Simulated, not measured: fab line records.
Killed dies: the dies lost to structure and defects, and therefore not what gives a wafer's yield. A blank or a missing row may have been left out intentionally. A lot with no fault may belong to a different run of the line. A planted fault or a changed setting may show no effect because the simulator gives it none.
One fault through the eyes of 2 desks | flow sky130 | every desk sees just its own numbers, and what lay behind them comes last

## TOOL OWNER'S DESK, rie_si-01
The tool's own readings at SKY_POLY_GATE_ETCH_17 (etches poly-Si in HBr/Cl2, stops on SiO2, target depth 180 nm, time 70.5 s): means of the sampled wafers that have a number, for each lot that ran on this tool. The brackets show how far a lot's mean lies from the usual mean; more than 4 standard deviations puts the lot out of limits, marked OUT.
Columns: A = drypump_motor_current_A at SKY_POLY_GATE_ETCH_17, usual 5.70 A; B = oes_product_au at SKY_POLY_GATE_ETCH_17, usual 0.987 a.u.; C = throttle_valve_pct at SKY_POLY_GATE_ETCH_17, usual 33.683 %
lot  | first seen here | A    | B     | C
L733 | day 18 19:11    | 5.80 | 0.989 | 33.678
L742 | day 22 00:20    | 5.82 | 0.994 | 33.689
L743 | day 22 12:03    | 5.90 | 0.987 | 33.680
L745 | day 22 19:21    | 5.95 | 0.988 | 33.691
L747 | day 23 04:48    | 5.80 | 0.980 | 33.679
L749 | day 23 22:27    | 5.96 | 0.990 | 33.681
This desk's verdict: no lot among the 6 shows anything out of limits.

## METROLOGY DESK
What the gauges read, lot by lot, whatever tool the lot ran on: means of the sampled wafers that have a number. The brackets show how far a lot's mean lies from the usual mean; more than 4 standard deviations puts the lot out of limits, marked OUT.
Columns: A = GATE_OXIDE_TW at SKY_GATE_OXIDE_TW_MEAS_14, usual 225.4; B = cd_nm at SKY_POLY_GATE_CD_MEAS_22, usual 150.5 nm
lot  | first seen here | A     | B
L733 | day 15 18:07    | 226.1 | 153.2
L739 | day 17 12:55    | 226.1 | 148.9
L740 | day 17 23:04    | 227.7 | 152.3
L742 | day 19 04:28    | 223.1 | 150.1
L743 | day 19 16:48    | 222.7 | 150.0
L744 | day 20 00:32    | 223.3 | 147.1
L745 | day 20 00:53    | 224.3 | 149.8
L746 | day 20 09:18    | 227.1 | 148.8
L747 | day 20 11:15    | 223.9 | 151.8
L748 | day 21 00:11    | 223.6 | 151.4
L749 | day 21 05:16    | 225.1 | 151.0
This desk's verdict: no lot among the 11 shows anything out of limits.

## PUT TOGETHER
Nothing out of limits was seen by the tool owner's desk.
Nothing out of limits was seen by the metrology desk.

## WHAT WAS PUT IN BY THE SIMULATOR
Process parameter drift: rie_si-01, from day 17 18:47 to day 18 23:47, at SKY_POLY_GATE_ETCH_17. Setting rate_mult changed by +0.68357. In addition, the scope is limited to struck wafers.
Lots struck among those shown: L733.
